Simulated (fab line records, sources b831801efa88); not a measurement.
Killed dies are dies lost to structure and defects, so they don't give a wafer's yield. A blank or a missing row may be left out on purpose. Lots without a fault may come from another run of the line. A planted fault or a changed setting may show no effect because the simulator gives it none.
Chamber matching | flow sfq_line | SFQ_TRILAYER_I0_VIA_BARC_OPEN_VIA_ETCH_046 on rie_diel-02: 4 sister chambers
The step etches BARC in O2, target depth 125 nm, time 41.7 s. 8 wafers are shown with their chamber, then 10 later ones without.

WAFERS WITH THEIR CHAMBER
wafer  | chamber | drypump_motor_current_A (A) | oes_product_au (a.u.)
L631.6 | 1       | 6.0                         | 0.687
L639.1 | 2       | 4.7                         | 0.682
L639.4 | 3       | 6.1                         | 0.677
L641.2 | 3       | 6.2                         | 0.695
L641.3 | 0       | 6.0                         | 0.680
L641.5 | 2       | 4.7                         | 0.682
L644.1 | 0       | 6.0                         | 0.688
L644.2 | 1       | 6.0                         | 0.686

WAFERS WITHOUT THEIR CHAMBER
wafer  | drypump_motor_current_A (A) | oes_product_au (a.u.)
L644.4 | 4.7                         | 0.693
L646.2 | 6.2                         | 0.687
L646.4 | 6.0                         | 0.693
L646.6 | 6.0                         | 0.679
L648.1 | 4.7                         | 0.689
L648.5 | 4.7                         | 0.690
L648.6 | 6.0                         | 0.682
L649.2 | 6.0                         | 0.681
L649.3 | 4.7                         | 0.686
L649.5 | 6.0                         | 0.693

WHICH CHAMBER EACH WENT THROUGH
wafer  | from the rows above     | in truth
L644.4 | 2                       | 2
L646.2 | 3                       | 3
L646.4 | can't be placed: 1 or 0 | 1
L646.6 | can't be placed: 0 or 1 | 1
L648.1 | 2                       | 2
L648.5 | 2                       | 2
L648.6 | can't be placed: 0 or 1 | 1
L649.2 | can't be placed: 0 or 1 | 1
L649.3 | 2                       | 2
L649.5 | can't be placed: 1 or 0 | 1
Placed correctly: 5 of 10. Can't be placed from these rows: 5 (the true chamber is among the candidates in 5). Placed wrongly: 0.
How it was worked out, from the rows above alone: a wafer's distance from a chamber is the root of the sum, over the readings, of the square of ((its reading less the chamber's mean) divided by the reading's scatter). The wafer belongs to the nearest chamber; if the next one is less than 2 further off, it can't be placed. A chamber's mean is the mean of its shown wafers. The scatter: the root of (the sum of the squares of (reading less its chamber's mean) over the shown wafers, divided by (wafers less chambers)).
